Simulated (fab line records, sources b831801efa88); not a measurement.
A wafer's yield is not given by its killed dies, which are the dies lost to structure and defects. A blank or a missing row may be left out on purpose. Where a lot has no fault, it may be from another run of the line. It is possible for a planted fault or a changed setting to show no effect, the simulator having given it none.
What tool caused it?	flow sfq_line	42 wafers sampled from 14 lots at 1 step of a route of 325

== WHAT THE GAUGES READ, wafer by wafer ==
No reading from a measuring or inspecting step in the record can be judged against a usual standard deviation.

== WHAT TOOL EACH LOT RAN ON (gives the tool, then ch and the chambers of the sampled wafers, and finally the start) ==
lot	SFQ_TRILAYER_M1_LITHO_EXPOSE_040
L795	krf_scanner-01 ch 0, day 24 03:35
L796	krf_scanner-01 ch 0, day 24 10:47
L797	krf_scanner-02 ch 0, day 24 19:53
L799	krf_scanner-01 ch 0, day 25 18:48
L803	krf_scanner-02 ch 0, day 28 10:44
L804	krf_scanner-01 ch 0, day 29 11:14
L805	krf_scanner-01 ch 0, day 29 16:02
L806	krf_scanner-01 ch 0, day 29 23:14
L807	krf_scanner-01 ch 0, day 30 02:02
L808	krf_scanner-01, day 30 09:26
L809	krf_scanner-01, day 30 17:26
L811	krf_scanner-01 ch 0, day 31 14:02
L813	krf_scanner-01 ch 0, day 31 21:02
L818	krf_scanner-01 ch 0, day 34 08:08
- SFQ_TRILAYER_M1_LITHO_EXPOSE_040: exposes mask M1, target cd 500 nm.

== WHAT THE TOOLS THEMSELVES READ (means of the sampled wafers that have a number; where no wafer has one, the mark that the record gives instead) ==
SFQ_TRILAYER_M1_LITHO_EXPOSE_040. Usual: exposure_dose_mJ_cm2 14.400, standard deviation 0.013; focus_offset_nm 0.1 nm, standard deviation 0.54; reticle_temp_C 23.02 C, standard deviation 0.11.
lot	tool	exposure_dose_mJ_cm2	focus_offset_nm (nm)	reticle_temp_C (C)	flag
L795	krf_scanner-01	14.393	0.1	23.13	
L796	krf_scanner-01	14.391	-0.8	23.08	
L797	krf_scanner-02	14.406	-0.1	23.04	
L799	krf_scanner-01	14.396	-0.4	22.96	
L803	krf_scanner-02	14.402	0.4	22.75	
L804	krf_scanner-01	14.416	0.1	23.12	
L805	krf_scanner-01	14.406	0.4	23.18	
L806	krf_scanner-01	14.387	0.2	23.01	
L807	krf_scanner-01	14.407	0.2	23.05	
L808	krf_scanner-01	-	-	-	OFF
L809	krf_scanner-01	-	-	-	OFF
L811	krf_scanner-01	14.400	0.0	23.14	
L813	krf_scanner-01	14.395	0.0	23.03	
L818	krf_scanner-01	14.408	-0.1	23.08	

== THE ANSWER, worked out from the rows above alone ==
Rule: take the mean of a lot's wafers that have a number; if it is more than 3 standard deviations from the usual mean, the lot is off. Also off: a lot with no number at a reading for which 4 or more lots have one. The other lots that the step has rows for count as sound. After the gauges, taken in route order, come the tools' own readings; for these a lot's mean is taken, as printed above. At the first step where some lot is off, the reading lying furthest off is the one used; lots without a number count as furthest.
Off at SFQ_TRILAYER_M1_LITHO_EXPOSE_040 (exposure_dose_mJ_cm2): L808, L809. Without a number there: L808, L809.
A tool fits if, at that step or a process step before it, it ran every lot that is off, and no sound lot after the first of them. Not one of the candidates tried fits.

== WHAT THE SIMULATOR HAD PUT IN ==
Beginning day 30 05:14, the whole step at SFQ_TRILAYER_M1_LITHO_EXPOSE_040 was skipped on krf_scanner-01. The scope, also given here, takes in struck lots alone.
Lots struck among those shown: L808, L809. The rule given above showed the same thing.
